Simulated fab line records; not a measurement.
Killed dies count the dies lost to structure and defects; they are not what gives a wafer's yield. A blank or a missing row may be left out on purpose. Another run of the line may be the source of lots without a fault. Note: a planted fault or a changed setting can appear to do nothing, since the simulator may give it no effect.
A struck lot beside a sound one    flow sky130    18 steps out of a route of 708
Sound: these wafers, L454.1, L454.4, L454.5. Wafers L450.1, L450.5, L450.6 were the ones struck. The cause is given at the end.
Order at every step that has rows: each side's tool, ch and its chambers, its first start. Under that, the readings that differ: sound wafers    struck wafers    difference of the means    sigmas: that difference in standard deviations of wafers without a fault.
alike: same words and numbers on both sides, and readings whose means sit less than 2 such deviations apart. not compared: any withheld reading, any reading some wafer has no value for, any bound like >300 that may hide the same value, and any number with overlapping values for which the record gives no deviation.
A row with sigmas, a row that says differs or no value, or rows on one side alone: a step with any of these is where the two part. Non-overlapping numbers with no deviation appear without sigmas and do not part them. A reading missing from all wafers of one side parts the sides only when that side holds two or more wafers.

first, 3 steps without rows for these wafers: SKY_VT_ADJUST_HVTP_EXPOSE_04 (exposes mask HVTPM, target cd 380 nm); SKY_VT_ADJUST_HVTP_PEB_05; SKY_VT_ADJUST_HVTP_DEVELOP_06 (develop time 60 s).
SKY_VT_ADJUST_HVTP_CD_MEAS_07: the cd target is 380 nm.
  sound on cdSem-02, day 10 20:45; struck on cdSem-02, day 9 21:32
  alike: cdNm
SKY_VT_ADJUST_HVTP_OVL_MEAS_08:
  sound on overlay-01, day 10 20:52; struck on overlay-01, day 9 21:39
  alike: VT_ADJUST_HVTP_OVL
following that, these wafers have no rows for 1 step: SKY_VT_ADJUST_HVTP_IMPLANT_09.
SKY_VT_ADJUST_HVTP_STRIP_10: strips in O2/N2.
  sound on plasmaAsher-03 ch 0,1, day 10 21:03; struck on plasmaAsher-04 ch 0,1, day 9 21:50
  alike: drypumpMotorCurrentA, oesProductAu, stripTimeToEndpointS
  not compared: rfHoursCounterH
SKY_VT_ADJUST_HVTP_TW_MEAS_11:
  sound on filmMetro-03, day 10 21:09; struck on filmMetro-04, day 9 21:56
  alike: VT_ADJUST_HVTP_TW
then, 4 steps without rows for these wafers: SKY_VT_ADJUST_LVTN_DEHYDRATE_00 (time 60 s); SKY_VT_ADJUST_LVTN_HMDS_01 (prime time 60 s); SKY_VT_ADJUST_LVTN_COAT_02 (resist thk 3000 nm); SKY_VT_ADJUST_LVTN_SOFTBAKE_03.
SKY_VT_ADJUST_LVTN_EXPOSE_04: exposes mask NWM COMPLEMENT LESS NATIVE, target cd 840 nm.
  sound on ilineStepper-01 ch 0, day 11 08:28; struck on ilineStepper-02 ch 0, day 10 09:25
reading                               sound                    struck             difference  sigmas
model.VT_ADJUST_LVTN.overlayXNm (nm)  -0.8144 -0.8144 -0.8144  186.1 186.1 186.1  +186.9      
  alike: mask, stageVelMmS
then, 2 steps without rows for these wafers: SKY_VT_ADJUST_LVTN_PEB_05; SKY_VT_ADJUST_LVTN_DEVELOP_06 (develop time 60 s).
SKY_VT_ADJUST_LVTN_OVL_MEAS_07:
  sound on overlay-02, day 11 19:40; struck on overlay-01, day 10 20:32
reading                  sound         struck             difference  sigmas
VT_ADJUST_LVTN_OVL (nm)  -0.3 2.7 0.8  186.6 185.6 186.4  +185.1      +99 or more
then, 2 steps without rows for these wafers: SKY_VT_ADJUST_LVTN_IMPLANT_08; SKY_PAD_OPEN_PROBE_99.

## WHERE THEY PART
At SKY_VT_ADJUST_LVTN_OVL_MEAS_07 and nowhere else, as far as this record goes.

WHY: the cause the simulator had injected
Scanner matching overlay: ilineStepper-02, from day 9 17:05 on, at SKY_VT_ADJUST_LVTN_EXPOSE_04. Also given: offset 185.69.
